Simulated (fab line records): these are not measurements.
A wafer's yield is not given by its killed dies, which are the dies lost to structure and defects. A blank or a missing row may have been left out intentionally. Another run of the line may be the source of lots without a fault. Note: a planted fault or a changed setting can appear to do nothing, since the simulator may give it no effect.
Which of the tools did it? | flow sky130 | 10 lots, 30 wafers sampled, at 6 steps of a route of 708

## WHAT THE GAUGES SHOWED, per wafer
SKY_SD_N_TW_MEAS_12.
lot  | measured     | on            | SD_N_TW
L633 | day 28 22:43 | film-metro-03 | 3976 3951 3957
L636 | day 30 12:25 | film-metro-03 | 3993 3996 3999
L638 | day 30 15:54 | film-metro-01 | 4068 4064 4048
L639 | day 31 01:05 | film-metro-01 | 4078 4084 4073
L644 | day 32 13:37 | film-metro-02 | 3982 3988 4006
L647 | day 33 12:55 | film-metro-01 | 3929 3931 3927
L646 | day 33 16:50 | film-metro-03 | 3813 3827 3812
L650 | day 34 07:08 | film-metro-02 | 4055 4057 4076
L653 | day 35 00:05 | film-metro-01 | 4066 4067 4051
L654 | day 35 12:01 | film-metro-01 | 4098 4078 4070

SKY_SD_N_RS_MEAS_16: measurement is done with a four-point probe.
lot  | measured     | on            | SD_N_RS (ohm/sq)
L633 | day 28 22:59 | film-metro-03 | 68.83 68.92 68.77
L636 | day 30 12:41 | film-metro-02 | 68.88 68.84 68.76
L638 | day 30 16:12 | film-metro-03 | 68.78 68.77 68.77
L639 | day 31 01:22 | film-metro-02 | 68.82 68.98 68.95
L644 | day 32 13:54 | film-metro-03 | 68.84 68.84 68.98
L647 | day 33 13:16 | film-metro-02 | 85.89 85.43 85.56
L646 | day 33 17:07 | film-metro-01 | 85.85 85.13 85.46
L650 | day 34 07:27 | film-metro-02 | 68.83 68.76 68.98
L653 | day 35 00:23 | film-metro-02 | 68.75 68.82 68.72
L654 | day 35 12:19 | film-metro-03 | 68.87 68.95 68.92

SKY_LI_CONTACT_BOW_MEAS_03.
lot  | measured     | on            | LI_CONTACT_BOW (um)
L633 | day 28 23:50 | film-metro-02 | 63 49 48
L636 | day 30 13:32 | film-metro-01 | 55 61 59
L638 | day 30 17:02 | film-metro-01 | 62 48 47
L639 | day 31 02:15 | film-metro-03 | 55 50 61
L644 | day 32 14:50 | film-metro-03 | 44 56 50
L647 | day 33 14:06 | film-metro-02 | 51 63 67
L646 | day 33 18:02 | film-metro-03 | 58 70 63
L650 | day 34 08:17 | film-metro-02 | 69 55 48
L653 | day 35 01:14 | film-metro-03 | 58 60 54
L654 | day 35 13:09 | film-metro-01 | 51 56 53

## WHAT TOOL EACH LOT RAN ON (gives the tool, then ch and the chambers of the sampled wafers, and finally the start)
lot  | SKY_POLY_CUT_ETCH_10               | SKY_SD_N_IMPLANT_09             | SKY_SD_N_STRIP_11
L633 | rie-diel-01 ch 1,2,3, day 25 07:22 | implanter-03 ch 0, day 28 22:19 | plasma-asher-02 ch 0,1, day 28 22:37
L636 | rie-diel-01 ch 1,3, day 26 22:23   | implanter-02 ch 0, day 30 12:01 | plasma-asher-02 ch 0,1, day 30 12:19
L638 | rie-diel-04 ch 0,2,3, day 27 03:53 | implanter-02 ch 0, day 30 15:32 | plasma-asher-01 ch 0,1, day 30 15:49
L639 | rie-diel-01 ch 1,2,3, day 27 11:38 | implanter-03 ch 0, day 31 00:41 | plasma-asher-04 ch 0,1, day 31 00:59
L644 | rie-diel-03 ch 0,1,2, day 29 01:53 | implanter-03 ch 0, day 32 13:13 | plasma-asher-04 ch 0,1, day 32 13:31
L647 | rie-diel-01 ch 1,2,3, day 30 04:10 | implanter-02 ch 0, day 33 12:32 | plasma-asher-02 ch 0,1, day 33 12:49
L646 | rie-diel-04 ch 0,2,3, day 30 06:13 | implanter-02 ch 0, day 33 16:26 | plasma-asher-04 ch 0,1, day 33 16:44
L650 | rie-diel-03 ch 0,3, day 30 20:37   | implanter-04 ch 0, day 34 06:46 | plasma-asher-02 ch 0,1, day 34 07:04
L653 | rie-diel-03 ch 0,1,2, day 31 15:01 | implanter-03 ch 0, day 34 23:43 | plasma-asher-01 ch 0,1, day 35 00:00
L654 | rie-diel-03 ch 1,3, day 32 02:07   | implanter-03 ch 0, day 35 11:37 | plasma-asher-04 ch 0,1, day 35 11:55
- SKY_POLY_CUT_ETCH_10: etches BARC in N2/H2, stops on SiO2, time 45.9 s, target depth 60 nm.
- SKY_SD_N_IMPLANT_09
- SKY_SD_N_STRIP_11: strips in O2/N2.

## AS READ BY THE TOOLS THEMSELVES (means over the sampled wafers that have a number; for cases with no such wafer, the mark the record gives instead)
SKY_POLY_CUT_ETCH_10.
lot  | tool        | drypump-motor-current-A (A) | oes-product-au (a.u.) | throttle-valve-pct (%)
L633 | rie-diel-01 | 5.99                        | 0.855                 | 13.225
L636 | rie-diel-01 | 6.21                        | 0.856                 | 13.222
L638 | rie-diel-04 | 6.00                        | 0.858                 | 13.228
L639 | rie-diel-01 | 5.99                        | 0.857                 | 13.231
L644 | rie-diel-03 | 5.95                        | 0.853                 | 13.221
L647 | rie-diel-01 | 5.98                        | 0.854                 | 13.220
L646 | rie-diel-04 | 5.99                        | 0.850                 | 13.231
L650 | rie-diel-03 | 5.94                        | 0.855                 | 13.236
L653 | rie-diel-03 | 5.94                        | 0.860                 | 13.230
L654 | rie-diel-03 | 5.90                        | 0.854                 | 13.228

SKY_SD_N_IMPLANT_09.
lot  | tool         | beam-on-s (s) | dose-ions-cm2 | faraday-current-uA
L633 | implanter-03 | 20.6          | 4.000e+15     | 10635
L636 | implanter-02 | 16.1          | 4.004e+15     | 13569
L638 | implanter-02 | 16.5          | 3.999e+15     | 13127
L639 | implanter-03 | 20.4          | 3.997e+15     | 10806
L644 | implanter-03 | 20.2          | 3.999e+15     | 10911
L647 | implanter-02 | 10.0          | 1.584e+15     | 8654
L646 | implanter-02 | 10.1          | 1.581e+15     | 8566
L650 | implanter-04 | 17.3          | 4.002e+15     | 12656
L653 | implanter-03 | 20.2          | 3.998e+15     | 10860
L654 | implanter-03 | 20.1          | 4.002e+15     | 10914

SKY_SD_N_STRIP_11.
lot  | tool            | drypump-motor-current-A (A) | oes-product-au (a.u.) | strip-time-to-endpoint-s (s)
L633 | plasma-asher-02 | 5.8                         | 0.527                 | 22.44
L636 | plasma-asher-02 | 5.8                         | 0.526                 | 22.45
L638 | plasma-asher-01 | 5.2                         | 0.528                 | 22.49
L639 | plasma-asher-04 | 5.7                         | 0.528                 | 22.54
L644 | plasma-asher-04 | 5.7                         | 0.527                 | 22.42
L647 | plasma-asher-02 | 5.8                         | 0.579                 | 19.39
L646 | plasma-asher-04 | 5.9                         | 0.578                 | 19.39
L650 | plasma-asher-02 | 5.8                         | 0.529                 | 22.49
L653 | plasma-asher-01 | 5.2                         | 0.530                 | 22.52
L654 | plasma-asher-04 | 5.7                         | 0.529                 | 22.50

## THE ANSWER, worked out from the rows above alone
Rule: usual is defined by the lots themselves. The widest of any qualifying gaps counts: lots, ordered by their means at a reading, are off when they make up no more than a third of the lots, leave a main group of 4 or more, and stand apart from it by 3 or more times the standard deviation of that group's means. A main group whose means are all the same, to the digits that the tables above print for the reading, isn't used. Also off: a lot with no number at a reading for which 4 or more lots have one. Where the step has rows for the other lots, those lots are counted as sound. First the gauges in route order, then the tools' own readings, where a lot's mean is used as printed above. At the first step where some lot is off, the reading lying furthest off is the one used; lots without a number count as furthest.
Off: at SKY_SD_N_RS_MEAS_16 (SD_N_RS), L647, L646. Main group: mean 68.85 ohm/sq, sd 0.055.
If a tool, at a process step before that reading, ran all the lots that are off and no sound lot after the first of them, it fits. The gauges at SKY_SD_N_RS_MEAS_16 aren't tried: what is off there is off at SKY_SD_N_IMPLANT_09 too, on other tools, and a gauge's error can't cause that. One fits: implanter-02 at SKY_SD_N_IMPLANT_09. A fault onset in the window from L638 (day 30 15:32, its last sound lot) to L647 (day 33 12:32, its first lot off) fits.
On the lots that are off, the tool's own readings at SKY_SD_N_IMPLANT_09 differ by more than 5 times the standard deviation of the sound lots' means, which bears it out; dose-ions-cm2 reads 1.582e+15 there versus 4.000e+15 on the sound lots.

## WHAT THE SIMULATOR PUT IN
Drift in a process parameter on implanter-02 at SKY_SD_N_IMPLANT_09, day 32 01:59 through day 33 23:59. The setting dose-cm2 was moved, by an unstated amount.
Struck lots among those shown: L647, L646. Same finding as the rule above.
